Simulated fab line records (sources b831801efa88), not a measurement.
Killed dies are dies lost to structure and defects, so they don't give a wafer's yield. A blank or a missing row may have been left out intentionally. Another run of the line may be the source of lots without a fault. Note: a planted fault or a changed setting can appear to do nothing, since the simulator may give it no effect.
A single fault, viewed from 2 desks / flow gf180mcu / numbers are kept per desk, each desk with only its own; the story behind them comes last

== METROLOGY DESK ==
Means of the sampled wafers that have a number, per lot and without regard to the tool the lot ran on: this is what the gauges read. Marked OUT: a lot whose mean sits more than 4 standard deviations from the usual mean, which makes it out of limits; the brackets give that distance.
Columns: A = V5_W_THK at GF_V5_THK_MEAS_25, usual 358 nm; B = TOP_METAL_ALCU_RS at GF_TOP_METAL_RS_MEAS_05, usual 0.0327 ohm/sq; C = TOP_METAL_ALCU_THK at GF_TOP_METAL_THK_MEAS_06, usual 909 nm; D = cd_nm at GF_TOP_METAL_CD_MEAS_14, usual 440.0 nm
lot=L776; first seen here=day 28 04:33; A=358; B=0.0324; C=920; D=442.0
lot=L780; first seen here=day 29 14:17; A=361; B=0.0328; C=908; D=437.1
lot=L788; first seen here=day 31 15:57; A=359; B=0.0327; C=903; D=440.5
lot=L789; first seen here=day 31 23:26; A=352; B=0.0327; C=902; D=444.4
lot=L793; first seen here=day 32 21:56; A=354; B=0.0327; C=905; D=439.0
lot=L794; first seen here=day 33 03:50; A=360; B=0.0330; C=899; D=438.5
Result from this desk: across the 6 lots, nothing is out of limits.

== DESK OF THE TOOL OWNER: litho_track-02 ==
At GF_TOP_METAL_SOFTBAKE_10 (time 60 s), the tool's own readings, given per lot that ran on this tool as the mean of the sampled wafers with a number. Marked OUT: a lot whose mean sits more than 4 standard deviations from the usual mean, which makes it out of limits; the brackets give that distance.
Columns: A = heater_power_total_W at GF_TOP_METAL_SOFTBAKE_10, usual 56.60 W; B = run_length_s at GF_TOP_METAL_SOFTBAKE_10, usual 89.11 s
lot=L776; first seen here=day 28 15:04; A=56.63; B=89.02
lot=L788; first seen here=day 32 00:47; A=61.63 (+99 or more) OUT; B=75.88 (-99 or more) OUT
lot=L789; first seen here=day 32 08:23; A=61.61 (+99 or more) OUT; B=75.89 (-99 or more) OUT
This desk finds L788, L789 out of limits, L788 being first, at day 32 00:47 (heater_power_total_W at GF_TOP_METAL_SOFTBAKE_10). In limits: L776.

== TAKEN TOGETHER ==
An alarm could have come from the tool owner's desk at day 32 00:47, on L788, L789.
The metrology desk saw nothing out of limits.
The metrology desk has L788, L789 on record, within its limits.
On litho_track-02, each named lot ran GF_TOP_METAL_SOFTBAKE_10.

== WHAT HAD BEEN PUT IN BY THE SIMULATOR ==
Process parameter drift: litho_track-02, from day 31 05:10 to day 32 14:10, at GF_TOP_METAL_SOFTBAKE_10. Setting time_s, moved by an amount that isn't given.
Struck lots among those shown: L788, L789.
Hours from the fault's start to each desk's first reading out of limits: the tool owner's desk, 20.
